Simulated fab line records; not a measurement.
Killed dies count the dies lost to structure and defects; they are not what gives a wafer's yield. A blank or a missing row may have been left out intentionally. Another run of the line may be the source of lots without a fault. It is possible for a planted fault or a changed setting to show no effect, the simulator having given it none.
What tool caused it? | flow gf180mcu | 24 lots with 72 wafers sampled at 3 steps, on a route of 602 steps

## WHAT THE GAUGES SHOWED, per wafer
GF_NWELL_OVL_MEAS_07.
lot  | measured    | on         | NWELL_OVL (nm)
L074 | day 3 09:46 | overlay-02 | -1.7 -4.5 -1.7
L075 | day 3 13:05 | overlay-01 | 1.3 2.6 -1.3
L076 | day 3 18:47 | overlay-01 | -0.9 -0.3 -0.4
L077 | day 3 22:31 | overlay-01 | 1.6 0.9 2.8
L078 | day 4 03:36 | overlay-01 | -1.4 -1.4 -0.8
L079 | day 4 11:05 | overlay-01 | -0.2 0.9 0.0
L080 | day 4 15:16 | overlay-01 | 1.2 -1.3 1.7
L081 | day 4 19:43 | overlay-02 | 1.0 0.3 1.6
L082 | day 5 03:52 | overlay-02 | 0.3 0.9 0.0
L083 | day 5 13:22 | overlay-02 | -1.6 -1.8 -0.6
L084 | day 5 22:04 | overlay-02 | -3.2 -3.2 -3.5
L085 | day 5 23:07 | overlay-02 | -1.3 -0.6 -0.7
L086 | day 6 01:25 | overlay-01 | -1.9 -3.4 -1.4
L087 | day 6 07:28 | overlay-02 | -1.4 0.2 0.6
L088 | day 6 13:50 | overlay-02 | 1.2 1.2 1.1
L089 | day 6 19:10 | overlay-02 | 0.0 -0.7 0.5
L091 | day 7 04:46 | overlay-01 | -1.1 -2.2 0.5
L090 | day 7 05:49 | overlay-02 | 0.0 -0.6 2.6
L092 | day 7 09:09 | overlay-01 | 1.4 0.3 0.7
L093 | day 7 14:21 | overlay-01 | -0.8 -1.7 -1.8
L094 | day 7 21:12 | overlay-02 | -1.2 -1.0 -2.3
L095 | day 8 03:57 | overlay-01 | 2.0 0.4 1.3
L096 | day 8 08:22 | overlay-02 | -1.2 -0.2 -2.0
L097 | day 8 15:57 | overlay-01 | -0.4 -0.2 1.7

GF_VT_IMPLANT_OVL_MEAS_29.
lot  | measured     | on         | VT_IMPLANT_02_OVL (nm)
L074 | day 6 22:40  | overlay-02 | 0.8 0.1 -1.4
L075 | day 7 04:05  | overlay-01 | 0.7 0.8 -0.6
L076 | day 7 08:04  | overlay-02 | -1.6 0.0 -2.4
L077 | day 7 13:40  | overlay-02 | 0.4 -0.9 1.6
L078 | day 7 19:46  | overlay-02 | -0.7 1.6 0.0
L079 | day 8 04:37  | overlay-01 | -0.3 -1.2 0.7
L080 | day 8 09:16  | overlay-02 | 1.9 0.6 1.9
L081 | day 8 17:04  | overlay-02 | -1.8 -3.5 -1.9
L082 | day 9 02:13  | overlay-01 | -1.7 -2.1 -2.7
L083 | day 9 11:29  | overlay-01 | 1.0 -1.1 0.9
L084 | day 9 22:45  | overlay-01 | 0.2 -0.3 0.6
L085 | day 10 01:34 | overlay-01 | 2.3 2.4 1.2
L086 | day 10 03:05 | overlay-02 | 0.1 -0.2 -0.5
L087 | day 10 12:47 | overlay-01 | 1.8 2.0 1.5
L088 | day 10 18:17 | overlay-02 | -1.2 -1.5 -0.4
L089 | day 11 00:21 | overlay-01 | 0.0 1.3 1.5
L091 | day 11 13:57 | overlay-02 | 0.4 -2.4 -2.8
L090 | day 11 14:01 | overlay-01 | 0.7 -1.7 0.2
L092 | day 11 18:31 | overlay-02 | -0.3 -1.8 -1.6
L093 | day 12 00:03 | overlay-01 | -0.4 0.2 0.6
L094 | day 12 07:37 | overlay-01 | 0.5 -0.9 -0.1
L095 | day 12 15:15 | overlay-01 | -1.3 -0.7 0.1
L096 | day 12 23:07 | overlay-02 | 0.7 -2.3 -0.8
L097 | day 13 08:18 | overlay-02 | 0.6 1.4 1.4

GF_V1_THK_MEAS_01.
lot  | measured     | on            | V1_CVD_00_THK (nm)
L074 | day 17 03:17 | film_metro-03 | 566 575 561
L075 | day 17 12:19 | film_metro-03 | 565 569 576
L076 | day 17 17:37 | film_metro-02 | 570 553 552
L077 | day 17 23:22 | film_metro-03 | 571 556 571
L078 | day 18 13:56 | film_metro-02 | 576 564 580
L079 | day 18 21:58 | film_metro-04 | 552 565 560
L080 | day 19 06:52 | film_metro-02 | 556 574 564
L081 | day 19 10:55 | film_metro-02 | 575 563 577
L082 | day 20 02:50 | film_metro-03 | 563 567 558
L083 | day 20 20:14 | film_metro-02 | 572 568 569
L084 | day 21 07:48 | film_metro-02 | 566 576 570
L085 | day 21 09:22 | film_metro-04 | 569 555 574
L086 | day 21 14:26 | film_metro-02 | 568 566 562
L087 | day 22 01:51 | film_metro-02 | 567 569 568
L088 | day 22 11:52 | film_metro-04 | 566 561 560
L089 | day 22 21:47 | film_metro-04 | 561 577 558
L091 | day 23 07:22 | film_metro-04 | 584 574 573
L090 | day 23 10:00 | film_metro-04 | 590 570 568
L092 | day 23 17:08 | film_metro-02 | 571 571 559
L093 | day 24 03:58 | film_metro-04 | 571 579 572
L094 | day 24 14:02 | film_metro-02 | 577 563 564
L095 | day 24 20:50 | film_metro-03 | 567 576 568
L096 | day 25 04:33 | film_metro-04 | 574 572 567
L097 | day 25 12:29 | film_metro-03 | 573 572 571

## WHAT TOOL EACH LOT RAN ON (gives the tool, then ch and the chambers of the sampled wafers, and finally the start)
The record holds no process step before these readings.

## WHAT THE TOOLS THEMSELVES READ (means of the sampled wafers that have a number; where no wafer has one, the mark that the record gives instead)
The record holds no such reading with a usual standard deviation.

## THE ANSWER, worked out from the rows above alone
Rule: the usual values come from the lots themselves. The widest of any qualifying gaps counts: lots, ordered by their means at a reading, are off when they make up no more than a third of the lots, leave a main group of 4 or more, and stand apart from it by 3 or more times the standard deviation of that group's means. A main group is skipped when, at the precision printed for the reading in the tables above, its means are all equal. Also off: a lot with no number at a reading for which 4 or more lots have one. All remaining lots with rows at the step are treated as sound. Order of review: gauges by route order, followed by the tools' own readings, for which a lot's mean as printed above is used. The first step at which some lot is off is used, and at that step the reading that is off furthest; a lot without a number counts as furthest.
No lot is off at any reading shown: from this, nothing can be told.

## WHAT THE SIMULATOR HAD PUT IN
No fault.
